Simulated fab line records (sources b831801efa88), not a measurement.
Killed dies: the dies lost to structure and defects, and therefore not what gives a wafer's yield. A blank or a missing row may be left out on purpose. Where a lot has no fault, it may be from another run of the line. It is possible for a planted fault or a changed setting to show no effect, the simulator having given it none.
Which tool was responsible?	flow sky130	Sampling: 13 lots, 38 wafers, 2 of 708 route steps

== WHAT THE GAUGES SHOWED, per wafer ==
No reading from a measuring or inspecting step in the record can be judged against a usual standard deviation.

== WHICH TOOL RAN EACH LOT (tool, then ch and the chambers of the sampled wafers, then the start) ==
lot	SKY_VIA1_CMP_02	SKY_PAD_OPEN_PROBE_99
L500	cmp-02 ch 0,1, day 32 18:51	prober-02, day 45 19:49
L503	cmp-01 ch 0,1, day 33 10:53	prober-01, day 46 04:19
L504	cmp-02 ch 0,1,3, day 34 02:25	prober-02, day 46 18:38
L505	cmp-02 ch 0,1, day 34 12:10	prober-01, day 47 00:32
L509	cmp-02 ch 3, day 35 19:39	prober-01, day 48 03:35
L515	cmp-01 ch 0,2, day 37 19:31	prober-01, day 49 17:43
L516	cmp-01 ch 1,2, day 37 23:26	prober-02, day 49 19:22
L517	cmp-02 ch 0,1, day 38 11:46	prober-01, day 49 21:16
L520	cmp-02 ch 1,2, day 38 22:40	prober-01, day 50 05:01
L519	cmp-02 ch 2,3, day 39 01:49	prober-02, day 50 08:28
L521	cmp-01 ch 1,2,3, day 39 03:40	prober-01, day 50 09:22
L522	cmp-02 ch 0,1,2, day 39 13:45	prober-02, day 50 18:11
L523	cmp-02 ch 0,1, day 39 16:58	prober-01, day 50 20:28
- SKY_VIA1_CMP_02: polishes SiO2.
- SKY_PAD_OPEN_PROBE_99

== WHAT THE TOOLS THEMSELVES READ (means of the sampled wafers that have a number; where no wafer has one, the mark that the record gives instead) ==
SKY_VIA1_CMP_02.
lot	tool	motor_current_A (A)
L500	cmp-02	12.1
L503	cmp-01	12.8
L504	cmp-02	11.0
L505	cmp-02	11.9
L509	cmp-02	10.4
L515	cmp-01	11.9
L516	cmp-01	12.3
L517	cmp-02	11.8
L520	cmp-02	12.1
L519	cmp-02	12.7
L521	cmp-01	11.5
L522	cmp-02	12.5
L523	cmp-02	11.8

SKY_PAD_OPEN_PROBE_99.
lot	tool	defect_limited_yield (%)	killed_at_M0_to_M3	killed_at_M4_up	killed_at_contacts	killed_at_front_end	killed_at_other	killed_dies	killed_on_rim	killed_open	killed_short
L500	prober-02	83.1	43	3.3	27	10	0.0	83	17	46	37
L503	prober-01	83.1	37	4.0	24	19	0.0	83	16	45	38
L504	prober-02	81.8	43	3.7	26	17	0.3	90	20	48	41
L505	prober-01	82.1	52	2.7	23	10	0.7	88	20	49	39
L509	prober-01	7.3	417	3.0	25	11	0.0	456	96	40	38
L515	prober-01	81.6	44	3.0	26	18	0.0	91	18	49	42
L516	prober-02	84.9	34	4.0	18	19	0.0	74	18	36	38
L517	prober-01	80.7	52	5.7	23	13	1.0	95	21	48	47
L520	prober-01	81.3	42	4.7	32	14	0.0	92	15	54	38
L519	prober-02	83.2	46	0.7	23	13	0.3	83	13	41	41
L521	prober-01	81.8	48	3.0	24	15	0.3	90	18	52	37
L522	prober-02	82.5	46	3.3	25	12	0.0	86	19	48	38
L523	prober-01	83.3	42	0.7	23	16	0.0	82	15	40	42

== THE ANSWER, worked out from the rows above alone ==
Rule: what is usual is taken from the lots themselves. The widest of any qualifying gaps counts: lots, ordered by their means at a reading, are off when they make up no more than a third of the lots, leave a main group of 4 or more, and stand apart from it by 3 or more times the standard deviation of that group's means. If all means in a main group match to the digits the tables above print for the reading, that group is not used. A lot without any number at a reading at which 4 lots or more have one is off too. Any other lot the step has rows for is counted as sound. First the gauges in route order, then the tools' own readings, where a lot's mean is used as printed above. The first step at which some lot is off is used, and at that step the reading that is off furthest; a lot without a number counts as furthest.
Off: L509, at SKY_PAD_OPEN_PROBE_99 (killed_at_M0_to_M3). Mean 44 and standard deviation 5.1 in the main group.
If a tool, at that step or one of the process steps before it, ran each lot that is off and ran no sound lot following the first of them, it fits. No candidate that was tried fits.

== WHAT THE SIMULATOR HAD INSERTED ==
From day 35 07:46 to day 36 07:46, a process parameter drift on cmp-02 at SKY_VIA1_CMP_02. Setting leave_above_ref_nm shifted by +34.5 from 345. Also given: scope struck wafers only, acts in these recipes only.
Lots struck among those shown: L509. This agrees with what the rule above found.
